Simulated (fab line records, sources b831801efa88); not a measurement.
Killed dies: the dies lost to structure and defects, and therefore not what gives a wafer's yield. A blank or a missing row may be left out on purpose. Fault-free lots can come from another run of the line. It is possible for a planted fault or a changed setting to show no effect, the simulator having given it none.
Struck lot and sound lot, side by side || flow sky130 || 25 steps out of a route of 708
Sound: the wafers L469.1, L469.5, L469.6. Struck: wafer L479.3. (L479.5, L479.6 of the same lot were not struck and are left out.) The cause comes at the end.
For every step that has rows: the tool of each side, followed by ch and its chambers, followed by its first start. Under that, the readings that differ: sound wafers || struck wafers || difference of the means || sigmas: that difference in standard deviations of wafers without a fault.
alike: readings with means less than 2 such deviations apart, plus words and numbers identical on both sides. not compared: withheld readings, readings lacking a value on some wafer, bounds such as >300 that could conceal the same value, and numbers that have no deviation in the record and whose values overlap.
A row with sigmas, a row that says differs or no value, or rows on one side alone: a step with any of these is where the two part. Numbers that don't overlap but have no deviation are shown without sigmas and don't part them. Lack of a reading on every wafer of one side parts them only where that side has two or more wafers.

SKY_VIA2_CMP_02: polishes SiO2.
  sound on cmp-01 ch 0,1,2, day 37 22:59; struck on cmp-02 ch 1, day 40 13:53
{"reading": "motor current A (A)", "sound": "11.6 11.6 11.3", "struck": 14.1, "difference": "+2.6", "sigmas": "+2"}
  alike: slurry flow ml min
SKY_VIA2_BOW_MEAS_03:
  sound: film metro-04 at day 37 23:11; struck: film metro-04 at day 40 14:07
  alike: VIA2_BOW
then, 8 steps without rows for these wafers: SKY_VIA2_DEHYDRATE_04 (time 60 s); SKY_VIA2_HMDS_05 (prime time 60 s); SKY_VIA2_COAT_06 (resist thk 60 nm); SKY_VIA2_COAT_07 (resist thk 450 nm); SKY_VIA2_SOFTBAKE_08 (time 90 s); SKY_VIA2_EXPOSE_09 (exposes mask VIM2, target cd 200 nm); SKY_VIA2_PEB_10; SKY_VIA2_DEVELOP_11 (develop time 60 s).
SKY_VIA2_CD_MEAS_12: target cd 200 nm.
  sound: cd sem-01 at day 39 00:07; struck: cd sem-02 at day 41 13:31
  alike: cd nm
SKY_VIA2_OVL_MEAS_13:
  sound: overlay-01 at day 39 00:14; struck: overlay-02 at day 41 13:37
  alike: VIA2_OVL
SKY_VIA2_ETCH_14: etches BARC in N2/H2, stops on SiO2, time 45.9 s, target depth 60 nm.
  sound on rie diel-02 ch 1,2,3, day 39 00:16; struck on rie diel-02 ch 1, day 41 13:38
{"reading": "oes product au (a.u.)", "sound": "0.859 0.850 0.862", "struck": 0.753, "difference": -0.104, "sigmas": -24}
{"reading": "model.KrF-thick_of_VIA2_COAT_07.thk nm (nm)", "sound": "391.9 389 389.2", "struck": 408.7, "difference": "+18.7", "sigmas": ""}
{"reading": "model.etch.depth nm (nm)", "sound": "59.92 60.08 59.89", "struck": 47.46, "difference": -12.50, "sigmas": ""}
{"reading": "model.VIA2.cd nm (nm)", "sound": "201 200.1 198.6", "struck": 194.6, "difference": -5.3, "sigmas": ""}
  alike: bias w, drypump motor current A, throttle valve pct
  not compared: rf hours counter h
SKY_VIA2_ETCH_15: etches SiO2 in C4F8/O2/Ar, stops on TiN, target depth 546 nm, time 84 s.
  sound on rie diel-02 ch 1,2,3, day 39 00:19; struck on rie diel-02 ch 1, day 41 13:41
{"reading": "oes product au (a.u.)", "sound": "0.943 0.942 0.929", "struck": 0.404, "difference": -0.534, "sigmas": "-99 or more"}
{"reading": "model.KrF-thick_of_VIA2_COAT_07.thk nm (nm)", "sound": "283.3 279 277.7", "struck": 298.1, "difference": "+18.1", "sigmas": ""}
  alike: bias w
  not compared: rf hours counter h
SKY_VIA2_STRIP_16: strips in O2/N2.
  sound on plasma asher-03 ch 0,1, day 39 00:22; struck on plasma asher-03 ch 0, day 41 13:46
{"reading": "strip time to endpoint s (s)", "sound": "4.05 3.99 3.99", "struck": 4.21, "difference": "+0.20", "sigmas": "+7"}
  alike: drypump motor current A, oes product au
  not compared: rf hours counter h
then, 3 steps without rows for these wafers: SKY_VIA2_STRIP_17 (strips in post etch residue remover, time 1200 s); SKY_VIA2_CLEAN_18 (cleans in IPA, time 180 s); SKY_VIA2_CLEAN_19 (cleans in O3/DIW).
SKY_VIA2_SPUTTER_20: material TiN, target thk 20 nm, time 80 s.
  sound: pvd sputter-03 at day 39 00:58; struck: pvd sputter-01 at day 41 14:20
  alike: throttle valve pct
SKY_VIA2_CVD_21: deposits W, target thk 420 nm, time 126.4 s.
  sound on cvd w-02 ch 0,1, day 39 01:01; struck on cvd w-02 ch 0, day 41 14:26
  alike: heater power w
  not compared: since wet clean h
SKY_VIA2_CMP_24: polishes, stops on SiO2, t overpolish 20 s, target thk 0 nm.
  sound on cmp-01 ch 2,3, day 39 01:20; struck on cmp-01 ch 1, day 41 14:51
  alike: motor current A, overpolish run s, slurry flow ml min, time to endpoint s
SKY_METAL3_SPUTTER_00: material Ti, target thk 15 nm, time 10 s.
  the record holds rows for the sound wafers here (pvd sputter-02, day 39 01:38) but none for the struck ones
SKY_METAL3_SPUTTER_01: material TiN, target thk 20 nm, time 16.7 s.
  the record holds rows for the sound wafers here (pvd sputter-02, day 39 01:40) but none for the struck ones
SKY_METAL3_SPUTTER_02: material AlCu, target thk 735 nm, time 39.1 s.
  the record holds rows for the sound wafers here (pvd sputter-02, day 39 01:41) but none for the struck ones
-- the record jumps here: 8 days lie between the struck wafers' starts before and after (it left off in module METAL3 and takes up again in module PAD_OPEN, whose first step shown is number 708 of the route) --
SKY_PAD_OPEN_PROBE_99:
  sound: prober-01 at day 47 23:44; struck: prober-01 at day 49 22:30
{"reading": "hold", "sound": "- - -", "struck": "await dispo/3.3h/release", "difference": "no value on the sound wafers", "sigmas": ""}
{"reading": "model.etest.met2.open", "sound": "0 0 0", "struck": 1, "difference": "+1", "sigmas": ""}
{"reading": "model.etest.cap ono.open", "sound": "0 0 0", "struck": 1, "difference": "+1", "sigmas": ""}
{"reading": "model.etest.field n.under floor", "sound": "0 0 0", "struck": 1, "difference": "+1", "sigmas": ""}
{"reading": "model.etest.cap thin oxide.under floor", "sound": "0 0 0", "struck": 1, "difference": "+1", "sigmas": ""}
{"reading": "model.etest.diode nwell sub.under floor", "sound": "0 0 0", "struck": 1, "difference": "+1", "sigmas": ""}
{"reading": "model.etest.res iso pwell.open", "sound": "0 0 0", "struck": 1, "difference": "+1", "sigmas": ""}
{"reading": "model.etest.cap thick oxide.open", "sound": "0 0 0", "struck": 1, "difference": "+1", "sigmas": ""}
{"reading": "model.etest.cap li to poly.open", "sound": "0 0 0", "struck": 1, "difference": "+1", "sigmas": ""}

## WHERE THEY PART
First at SKY_VIA2_CMP_02; last, within this record, at SKY_PAD_OPEN_PROBE_99.

WHY: whatever the simulator had introduced
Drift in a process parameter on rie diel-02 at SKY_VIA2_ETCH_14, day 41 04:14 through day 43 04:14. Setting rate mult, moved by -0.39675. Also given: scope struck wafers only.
